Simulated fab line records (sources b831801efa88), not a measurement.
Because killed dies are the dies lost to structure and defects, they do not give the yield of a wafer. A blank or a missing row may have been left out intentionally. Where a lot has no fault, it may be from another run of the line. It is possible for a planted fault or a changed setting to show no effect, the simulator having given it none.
Which tool did it?	flow sky130	Sampling: 12 lots, 36 wafers, 3 of 708 route steps

== WHAT THE GAUGES SHOWED, per wafer ==
SKY_VIA3_RS_MEAS_22: a four-point-probe measurement.
lot	measured	on	VIA3_W_RS (ohm/sq)
L075	day 40 00:52	film metro-01	0.297 0.298 0.298
L077	day 41 05:22	film metro-01	0.289 0.290 0.286
L078	day 41 11:26	film metro-01	0.292 0.295 0.292
L081	day 41 14:53	film metro-03	0.296 0.293 0.295
L083	day 42 09:52	film metro-03	0.295 0.299 0.296
L084	day 42 19:09	film metro-02	0.299 0.296 0.294
L089	day 44 10:02	film metro-01	0.297 0.297 0.298
L088	day 44 13:34	film metro-01	0.297 0.294 0.296
L091	day 44 14:59	film metro-03	0.294 0.294 0.292
L093	day 44 19:06	film metro-03	0.290 0.286 0.287
L095	day 45 11:54	film metro-03	0.287 0.284 0.290
L097	day 45 18:11	film metro-02	0.295 0.295 0.291

== TOOL THAT RAN EACH LOT (tool first, then ch and the chambers of the sampled wafers, then the start) ==
lot	SKY_METAL2_SPUTTER_02	SKY_METAL3_STRIP_19
L075	pvd sputter-02, day 34 07:25	plasma asher-01 ch 0,1, day 38 22:05
L077	pvd sputter-01, day 35 18:49	plasma asher-01 ch 0, day 40 02:53
L078	pvd sputter-01, day 35 21:24	plasma asher-03 ch 0,1, day 40 07:44
L081	pvd sputter-01, day 36 03:19	plasma asher-02 ch 0,1, day 40 11:59
L083	pvd sputter-02, day 36 22:35	plasma asher-02 ch 0,1, day 41 08:05
L084	pvd sputter-02, day 37 11:26	plasma asher-01 ch 0,1, day 41 17:39
L089	pvd sputter-02, day 39 07:02	plasma asher-02 ch 0,1, day 43 10:22
L088	pvd sputter-02, day 39 07:56	plasma asher-02 ch 0,1, day 43 12:15
L091	pvd sputter-02, day 39 11:16	plasma asher-01 ch 0,1, day 43 13:46
L093	pvd sputter-04, day 39 15:53	plasma asher-02 ch 0,1, day 43 17:50
L095	pvd sputter-04, day 40 11:58	plasma asher-01 ch 0,1, day 44 12:32
L097	pvd sputter-04, day 40 18:55	plasma asher-03 ch 0,1, day 44 18:50
- SKY_METAL2_SPUTTER_02: material AlCu, target thk 250 nm, time 13.3 s.
- SKY_METAL3_STRIP_19: strips in O2/N2.

== THE ANSWER, worked out from the rows above alone ==
Rule: the usual values come from the lots themselves. Put in order of their means at a reading, lots are off if they are a third of the lots or fewer, leave a main group of 4 or more, and stand apart from it by a gap of 3 or more times the standard deviation of the main group's means; of several such gaps the widest counts. A main group whose means are all the same, to the digits that the tables above print for the reading, isn't used. Also off: a lot with no number at a reading for which 4 or more lots have one. All remaining lots with rows at the step are treated as sound.
Across all readings shown, no lot is off: no conclusion can be drawn from this.

== WHAT WAS PUT IN BY THE SIMULATOR ==
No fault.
